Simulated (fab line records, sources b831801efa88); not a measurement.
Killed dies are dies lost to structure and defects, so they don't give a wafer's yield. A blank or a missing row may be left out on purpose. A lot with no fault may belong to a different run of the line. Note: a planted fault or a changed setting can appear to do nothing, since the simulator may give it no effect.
Chamber matching ; flow gf180mcu ; GF_V3_CMP_26 on cmp-01 has 4 sister chambers
The step polishes, stops on SiO2, t overpolish 15 s, target thk 0 nm. 18 wafers are shown with their chamber, then 8 later ones without.

== WAFERS PAIRED WITH THEIR CHAMBERS ==
wafer;chamber;motor current A (A);time to endpoint s (s);platen rpm (rpm)
L980.2;3;9.5;88;59.96
L980.4;1;12.3;89;59.99
L980.6;2;11.4;87;60.02
L981.1;1;11.4;87;60.04
L981.3;0;12.2;80;60.03
L981.6;2;11.5;85;59.95
L983.1;0;12.0;79;59.99
L983.2;1;11.8;88;59.99
L983.4;2;11.9;88;59.94
L989.1;0;12.3;77;60.07
L989.4;2;10.3;83;60.01
L989.5;0;11.5;78;60.06
L990.1;1;12.0;82;59.99
L990.4;0;11.3;77;60.05
L990.5;2;11.9;80;59.93
L992.1;3;9.6;97;60.06
L992.5;1;10.9;98;59.96
L994.1;1;11.4;83;60.02

SIGNATURES, as means of the wafers listed above
reading;chamber 0;chamber 1;chamber 2;chamber 3;scatter within a chamber
motor current A;11.860;11.633;11.400;9.550;0.518
time to endpoint s;78.20;87.83;84.60;92.50;4.24
platen rpm;60.0400;59.9983;59.9700;60.0100;0.0377
Rule: distance of a wafer from a chamber = root of the sum over the readings of ((wafer's reading minus chamber's mean) / reading's scatter) squared. If the next closest chamber is less than 2 further off than the closest, the wafer can't be placed; otherwise it belongs to the closest. The scatter is the square root of a quotient: the sum, over the shown wafers, of each reading's squared deviation from its chamber's mean, divided by wafers minus chambers.

== WAFERS WITH NO CHAMBER GIVEN ==
wafer;motor current A (A);time to endpoint s (s);platen rpm (rpm)
L994.3;11.9;79;60.01
L994.6;11.6;78;59.96
L101.1;11.2;82;59.97
L101.4;8.9;80;60.02
L101.6;11.0;82;60.01
L103.2;10.1;87;59.92
L103.3;11.5;86;59.96
L103.4;11.3;80;60.06

== EACH ONE'S CHAMBER ==
wafer;from the rows above;in truth
L994.3;can't be placed: 0 or 2 or 1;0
L994.6;can't be placed: 2 or 0 or 1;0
L101.1;can't be placed: 2 or 1 or 0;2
L101.4;can't be placed: 3 or 2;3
L101.6;can't be placed: 2 or 1 or 0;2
L103.2;can't be placed: 2 or 3 or 1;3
L103.3;can't be placed: 2 or 1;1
L103.4;can't be placed: 0 or 1 or 2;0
Correct placement for 0 of the 8. From these rows, 8 cannot be placed; in 8 the true chamber is one of the candidates. Placed wrongly: 0.
